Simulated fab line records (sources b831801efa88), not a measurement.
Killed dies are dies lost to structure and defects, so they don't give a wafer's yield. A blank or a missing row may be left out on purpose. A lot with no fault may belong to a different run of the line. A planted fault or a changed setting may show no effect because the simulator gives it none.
Which tool did it?    flow sfqLine    14 lots with 41 wafers sampled at 4 steps, on a route of 325 steps

## WHAT THE GAUGES SHOWED, per wafer
SFQ_M8_BOW_MEAS_951.
lot   measured      on            M8_BOW (um)
L659  day 69 12:26  filmMetro-04  5 5 -3
L660  day 69 18:23  filmMetro-02  6 8 4
L661  day 72 18:14  filmMetro-04  -6 -12 -11
L662  day 72 19:26  filmMetro-04  17 26 33
L664  day 73 00:16  filmMetro-02  -2 6 5
L666  day 73 03:54  filmMetro-03  16 11 10
L667  day 73 06:14  filmMetro-04  8 6 3
L668  day 73 07:30  filmMetro-04  6 12 23
L669  day 73 08:38  filmMetro-02  22 15 7
L676  day 74 09:41  filmMetro-04  22 14
L677  day 74 11:03  filmMetro-02  -3 1 13
L679  day 76 04:39  filmMetro-02  -2 -2 0
L680  day 76 08:15  filmMetro-04  24 9 20
L681  day 76 09:27  filmMetro-04  5 10 2

## EACH LOT AND THE TOOL THAT RAN IT (in order: tool; ch and the chambers of the sampled wafers; start)
lot   SFQ_TRILAYER_L0_CAP_PECVD_011   SFQ_TRILAYER_I0_DEP_PECVD_027   SFQ_TRILAYER_M7_BARC_OPEN_METAL_ETCH_229
L659  pecvd-02 ch 0,1,2, day 3 14:43  pecvd-03 ch 0,1,2, day 7 07:56  rieMetal-01 ch 0,1, day 64 08:05
L660  pecvd-02 ch 0,1,2, day 3 19:30  pecvd-04 ch 0,1,2, day 7 15:05  rieMetal-01 ch 0,1, day 64 12:52
L661  pecvd-03 ch 0,1, day 4 00:18    pecvd-01 ch 1,2, day 7 20:55    rieMetal-01 ch 0,1, day 65 14:04
L662  pecvd-04 ch 0,1,2, day 4 06:18  pecvd-04 ch 0,1,2, day 8 00:31  rieMetal-02 ch 0,1, day 65 16:28
L664  pecvd-04 ch 0,1, day 4 19:36    pecvd-03 ch 0,1,2, day 8 22:10  rieMetal-02 ch 0,1, day 66 00:52
L666  pecvd-04 ch 0,1,2, day 5 05:12  pecvd-04 ch 1,2, day 9 06:07    rieMetal-01 ch 0,1, day 66 12:52
L667  pecvd-03 ch 0,1,2, day 5 11:12  pecvd-04 ch 0,2, day 9 20:31    rieMetal-01 ch 1, day 66 16:46
L668  pecvd-04 ch 0,1,2, day 5 18:24  pecvd-03 ch 0,2, day 10 07:19   rieMetal-04 ch 0,1, day 66 19:59
L669  pecvd-02 ch 0,2, day 5 23:12    pecvd-03 ch 0,1, day 10 13:19   rieMetal-02 ch 0,1, day 66 22:23
L676  pecvd-02 ch 1,2, day 7 08:49    pecvd-04 ch 0,2, day 12 11:04   rieMetal-01 ch 0, day 67 16:35
L677  pecvd-03 ch 0,2, day 7 12:24    pecvd-03 ch 1,2, day 12 15:49   rieMetal-01 ch 0,1, day 67 22:53
L679  pecvd-03 ch 0,2, day 7 22:00    pecvd-04 ch 0,1, day 13 07:41   rieMetal-02 ch 0,1, day 72 01:41
L680  pecvd-04 ch 1,2, day 8 05:28    pecvd-04 ch 0,1, day 13 12:29   rieMetal-04 ch 0,1, day 72 05:17
L681  pecvd-03 ch 0,1,2, day 8 09:04  pecvd-01 ch 1,2, day 13 19:52   rieMetal-02 ch 0,1, day 72 14:44
- SFQ_TRILAYER_L0_CAP_PECVD_011: deposits SiO2 from SiH4/N2O, time 13.333 s, target thk 60 nm.
- SFQ_TRILAYER_I0_DEP_PECVD_027: deposits SiO2 from SiH4/N2O, time 111.11 s, target thk 500 nm.
- SFQ_TRILAYER_M7_BARC_OPEN_METAL_ETCH_229: etches BARC in O2, target depth 125 nm, time 41.7 s.

## WHAT THE TOOLS THEMSELVES READ (means of the sampled wafers that have a number; where no wafer has one, the mark that the record gives instead)
SFQ_TRILAYER_L0_CAP_PECVD_011.
lot   tool      heaterPowerOuterW (W)  heaterPowerW (W)  throttleValvePct (%)
L659  pecvd-02  36                     92                25.3
L660  pecvd-02  31                     88                25.3
L661  pecvd-03  33                     83                24.8
L662  pecvd-04  23                     74                23.3
L664  pecvd-04  37                     87                24.0
L666  pecvd-04  26                     76                23.6
L667  pecvd-03  36                     86                25.4
L668  pecvd-04  30                     81                23.7
L669  pecvd-02  39                     94                25.6
L676  pecvd-02  34                     95                25.5
L677  pecvd-03  44                     98                25.6
L679  pecvd-03  39                     89                25.6
L680  pecvd-04  22                     70                22.7
L681  pecvd-03  38                     88                25.4

SFQ_TRILAYER_I0_DEP_PECVD_027.
lot   tool      heaterPowerOuterW (W)  heaterPowerW (W)  throttleValvePct (%)
L659  pecvd-03  39                     91                25.4
L660  pecvd-04  24                     72                23.6
L661  pecvd-01  32                     82                24.2
L662  pecvd-04  23                     74                23.7
L664  pecvd-03  34                     84                25.5
L666  pecvd-04  34                     81                23.5
L667  pecvd-04  17                     69                24.1
L668  pecvd-03  45                     100               22.9
L669  pecvd-03  31                     83                22.5
L676  pecvd-04  18                     70                23.8
L677  pecvd-03  31                     83                23.1
L679  pecvd-04  30                     82                24.9
L680  pecvd-04  27                     78                24.9
L681  pecvd-01  24                     72                24.7

SFQ_TRILAYER_M7_BARC_OPEN_METAL_ETCH_229.
lot   tool         drypumpMotorCurrentA (A)  oesProductAu (a.u.)  rfFwdPowerW (W)
L659  rieMetal-01  5.78                      0.688                594.8
L660  rieMetal-01  5.78                      0.685                593.9
L661  rieMetal-01  5.81                      0.684                592.7
L662  rieMetal-02  6.04                      0.686                594.2
L664  rieMetal-02  5.83                      0.689                595.6
L666  rieMetal-01  5.80                      0.684                592.8
L667  rieMetal-01  5.84                      0.687                591.5
L668  rieMetal-04  5.72                      0.680                593.6
L669  rieMetal-02  5.82                      0.687                593.7
L676  rieMetal-01  5.77                      0.684                692.2
L677  rieMetal-01  5.79                      0.683                656.6
L679  rieMetal-02  5.81                      0.686                596.2
L680  rieMetal-04  5.74                      0.686                592.9
L681  rieMetal-02  6.03                      0.685                592.9

## THE ANSWER, worked out from the rows above alone
Rule: the usual values come from the lots themselves. Put in order of their means at a reading, lots are off if they are a third of the lots or fewer, leave a main group of 4 or more, and stand apart from it by a gap of 3 or more times the standard deviation of the main group's means; of several such gaps the widest counts. A main group is skipped when, at the precision printed for the reading in the tables above, its means are all equal. A lot without any number at a reading at which 4 lots or more have one is off too. Where the step has rows for the other lots, those lots are counted as sound. After the gauges, taken in route order, come the tools' own readings; for these a lot's mean is taken, as printed above. At the first step where some lot is off, the reading lying furthest off is the one used; lots without a number count as furthest.
Off, at SFQ_TRILAYER_M7_BARC_OPEN_METAL_ETCH_229 on rfFwdPowerW: L676, L677. The main group: mean 593.7 W, standard deviation 1.3.
A tool fits if, at that step or a process step before it, it ran every lot that is off, and no sound lot after the first of them. One fits: rieMetal-01 at SFQ_TRILAYER_M7_BARC_OPEN_METAL_ETCH_229. A fault onset in the window from L667 (day 66 16:46, its last sound lot) to L676 (day 67 16:35, its first lot off) fits.
The tool's own readings at SFQ_TRILAYER_M7_BARC_OPEN_METAL_ETCH_229 bear it out: on the lots that are off they differ by more than 5 times the standard deviation of the sound lots' means. rfFwdPowerW reads 674.4 W there against 593.7 W on the sound lots.

## WHAT THE SIMULATOR HAD INSERTED
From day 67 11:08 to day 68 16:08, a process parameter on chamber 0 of rieMetal-01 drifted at SFQ_TRILAYER_M7_BARC_OPEN_METAL_ETCH_229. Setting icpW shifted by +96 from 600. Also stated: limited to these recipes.
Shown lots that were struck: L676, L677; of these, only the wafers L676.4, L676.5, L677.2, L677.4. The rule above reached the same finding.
